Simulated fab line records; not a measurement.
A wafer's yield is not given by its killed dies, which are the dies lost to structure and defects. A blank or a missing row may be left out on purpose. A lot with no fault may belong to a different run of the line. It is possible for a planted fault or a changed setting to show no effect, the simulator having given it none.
Struck lot and sound lot, side by side ; flow sky130 ; 18 steps out of a route of 708
Sound: these wafers, L747.2, L747.4, L747.6. Struck: wafer L737.3 (left out: L737.5, a lot-mate that was not struck); the cause follows at the end.
Each step with rows lists, per side, the tool, then ch with its chambers, then its first start. Under that, the readings that differ: sound wafers ; struck wafers ; difference of the means ; sigmas: that difference in standard deviations of wafers without a fault.
alike: a reading whose means differ by less than 2 such deviations, as well as words and numbers matching on both sides. not compared: withheld readings; readings where some wafer has no value; bounds like >300 that might hide an equal value; numbers whose values overlap and for which the record gives no deviation.
The two part at a step that has a row with sigmas, a row that says differs or no value, or rows on one side only. Numbers that have no deviation but don't overlap get no sigmas and don't part them. Lack of a reading on every wafer of one side parts them only where that side has two or more wafers.

first, 3 steps without rows for these wafers: SKY_VIA2_EXPOSE_09 (exposes mask VIM2, target cd 200 nm); SKY_VIA2_PEB_10; SKY_VIA2_DEVELOP_11 (develop time 60 s).
SKY_VIA2_CD_MEAS_12: target cd 200 nm.
  sound: cdSem-01 at day 40 16:42; struck: cdSem-01 at day 36 23:43
  alike: cdNm
SKY_VIA2_OVL_MEAS_13:
  sound: overlay-01 at day 40 16:49; struck: overlay-01 at day 36 23:49
  alike: VIA2_OVL
SKY_VIA2_ETCH_14: etches BARC in N2/H2, stops on SiO2, time 45.9 s, target depth 60 nm.
  sound on rieDiel-01 ch 0,2,3, day 40 16:50; struck on rieDiel-01 ch 3, day 36 23:50
  alike: drypumpMotorCurrentA, n2FlowSccm, oesProductAu, throttleValvePct
  not compared: rfHoursCounterH
SKY_VIA2_ETCH_15: etches SiO2 in C4F8/O2/Ar, stops on TiN, target depth 546 nm, time 84 s.
  sound on rieDiel-01 ch 0,2,3, day 40 16:53; struck on rieDiel-01 ch 3, day 36 23:53
  alike: oesProductAu
  not compared: rfHoursCounterH
SKY_VIA2_STRIP_16: strips in O2/N2.
  sound on plasmaAsher-04 ch 0,1, day 40 16:57; struck on plasmaAsher-02 ch 1, day 36 23:59
  alike: drypumpMotorCurrentA, n2FlowSccm, oesProductAu, stripTimeToEndpointS
  not compared: rfHoursCounterH
then, 3 steps without rows for these wafers: SKY_VIA2_STRIP_17 (strips in post etch residue remover, time 1200 s); SKY_VIA2_CLEAN_18 (cleans in IPA, time 180 s); SKY_VIA2_CLEAN_19 (cleans in O3/DIW).
SKY_VIA2_SPUTTER_20: material TiN, target thk 20 nm, time 80 s.
  sound: pvdSputter-04 at day 40 17:36; struck: pvdSputter-01 at day 37 00:32
  alike: throttleValvePct
SKY_VIA2_CVD_21: deposits W, target thk 420 nm, time 126.4 s.
  sound on cvdW-01 ch 0,1, day 40 17:40; struck on cvdW-01 ch 1, day 37 00:38
reading;sound;struck;difference;sigmas
model.W_of_VIA2_CVD_21.thkNm (nm);419.7 420.3 420.7;146.5;-273.7;
  alike: heaterPowerW
SKY_VIA2_RS_MEAS_22: uses a four-point probe to measure.
  sound: filmMetro-02 at day 40 17:49; struck: filmMetro-03 at day 37 01:03
reading;sound;struck;difference;sigmas
VIA2_W_RS (ohm/sq);0.2736 0.2735 0.2731;0.7955;+0.5221;+99 or more
  not compared: hold
SKY_VIA2_THK_MEAS_23: measures by xrf.
  sound: filmMetro-02 at day 40 17:55; struck: filmMetro-03 at day 37 02:58
reading;sound;struck;difference;sigmas
VIA2_W_THK (nm);439 434 433;148;-287;-50
  not compared: hold
SKY_VIA2_CMP_24: polishes, stops on SiO2, t overpolish 20 s, target thk 0 nm.
  sound on cmp-02 ch 1,3, day 40 18:01; struck on cmp-01 ch 3, day 37 06:02
reading;sound;struck;difference;sigmas
hold;- - -;awaitDispo/2.9h/release;no value on the sound wafers;
timeToEndpointS (s);96 108 98;31;-70;-16
  alike: motorCurrentA
SKY_METAL3_SPUTTER_00: material Ti, target thk 15 nm, time 10 s.
  sound: pvdSputter-01 at day 40 18:16; struck: pvdSputter-04 at day 37 06:11
  alike: throttleValvePct
SKY_PAD_OPEN_PROBE_99:
  the record holds rows for the sound wafers here (prober-01, day 49 03:46) but none for the struck ones

WHERE THEY PART
At SKY_VIA2_RS_MEAS_22 first; at SKY_PAD_OPEN_PROBE_99 last (within this record only).

WHY: whatever the simulator had introduced
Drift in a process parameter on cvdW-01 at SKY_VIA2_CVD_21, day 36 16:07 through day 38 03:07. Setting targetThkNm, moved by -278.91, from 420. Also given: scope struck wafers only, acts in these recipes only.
